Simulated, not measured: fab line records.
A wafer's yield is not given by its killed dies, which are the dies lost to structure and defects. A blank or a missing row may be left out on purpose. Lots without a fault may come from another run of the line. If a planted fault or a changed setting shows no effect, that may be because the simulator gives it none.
Which of the tools did it? ; flow sfq_line ; Sampling: 13 lots, 39 wafers, 2 of 325 route steps

== WHAT EACH GAUGE READ, for each wafer ==
SFQ_I4_BOW_MEAS_927. Usual: I4_BOW 3 um, standard deviation 8.4.
lot;measured;on;I4_BOW (um);flag
L595;day 44 08:32;film_metro-03;8 8 6;
L596;day 44 11:31;film_metro-03;0 14 3;
L598;day 44 14:32;film_metro-02;9 11 7;
L601;day 51 21:44;film_metro-03;2 0 7;
L602;day 52 00:44;film_metro-01;5 6 6;
L603;day 52 03:45;film_metro-01;-3 2 -8;
L607;day 52 18:50;film_metro-02;23 20 23;
L608;day 52 20:49;film_metro-01;3 9 13 - - -;
L609;day 52 21:53;film_metro-03;14 13 9;
L610;day 53 13:07;film_metro-01;10 7 13;
L611;day 53 16:07;film_metro-03;-7 -10 -2;
L616;day 61 04:22;film_metro-01;18 15 10;
L617;day 66 01:37;film_metro-01;-3 -10 -8;

== WHICH TOOL RAN EACH LOT (tool, then ch and the chambers of the sampled wafers, then the start) ==
lot;SFQ_TRILAYER_I4_CMP_CMP_100
L595;cmp-02 ch 0,1, day 44 05:59
L596;cmp-02 ch 0,3, day 44 08:29
L598;cmp-02 ch 0,1, day 44 11:29
L601;cmp-01 ch 1,2,3, day 51 19:14
L602;cmp-01 ch 0,2,3, day 51 21:44
L603;cmp-01 ch 0,1,3, day 52 01:44
L607;cmp-02 ch 0,1,2, day 52 15:50
L608;cmp-01 ch 1,2,3, day 52 17:48
L609;cmp-02 ch 0,1,3, day 52 19:50
L610;cmp-02 ch 2,3, day 53 10:06
L611;cmp-02 ch 0,2,3, day 53 13:06
L616;cmp-02 ch 0,3, day 61 01:21
L617;cmp-02 ch 1,2,3, day 66 00:05
- SFQ_TRILAYER_I4_CMP_CMP_100: polishes SiO2.

== AS READ BY THE TOOLS THEMSELVES (means over the sampled wafers that have a number; for cases with no such wafer, the mark the record gives instead) ==
SFQ_TRILAYER_I4_CMP_CMP_100. Usual: motor_current_A 10.1 A, standard deviation 1.1; slurry_flow_ml_min 150.0, standard deviation 0.46; time_to_endpoint_s 211 s, standard deviation 6.9.
lot;tool;motor_current_A (A);slurry_flow_ml_min;time_to_endpoint_s (s);flag
L595;cmp-02;9.7;149.5;206;
L596;cmp-02;9.7;149.7;212;
L598;cmp-02;9.6;150.1;208;
L601;cmp-01;11.7;149.8;204;
L602;cmp-01;10.5;149.5;211;
L603;cmp-01;10.8;150.4;209;
L607;cmp-02;10.3;150.1;210;
L608;cmp-01;11.2;150.0;203;
L609;cmp-02;9.5;150.1;213;
L610;cmp-02;8.8;149.6;213;
L611;cmp-02;9.4;150.1;210;
L616;cmp-02;8.8;150.1;204;
L617;cmp-02;9.1;150.1;226;

== THE ANSWER, worked out from the rows above alone ==
Rule: a lot counts as off when the mean over its wafers that have a number is more than 3 standard deviations away from the usual mean. Also off: a lot with no number at a reading for which 4 or more lots have one. All remaining lots with rows at the step are treated as sound. The gauges are gone through in route order, then the tools' own readings, and for those a lot's mean is taken as printed above. At the first step where some lot is off, the reading lying furthest off is the one used; lots without a number count as furthest.
No lot is off at any reading shown: from this, nothing can be told.

== WHAT THE SIMULATOR HAD PUT IN ==
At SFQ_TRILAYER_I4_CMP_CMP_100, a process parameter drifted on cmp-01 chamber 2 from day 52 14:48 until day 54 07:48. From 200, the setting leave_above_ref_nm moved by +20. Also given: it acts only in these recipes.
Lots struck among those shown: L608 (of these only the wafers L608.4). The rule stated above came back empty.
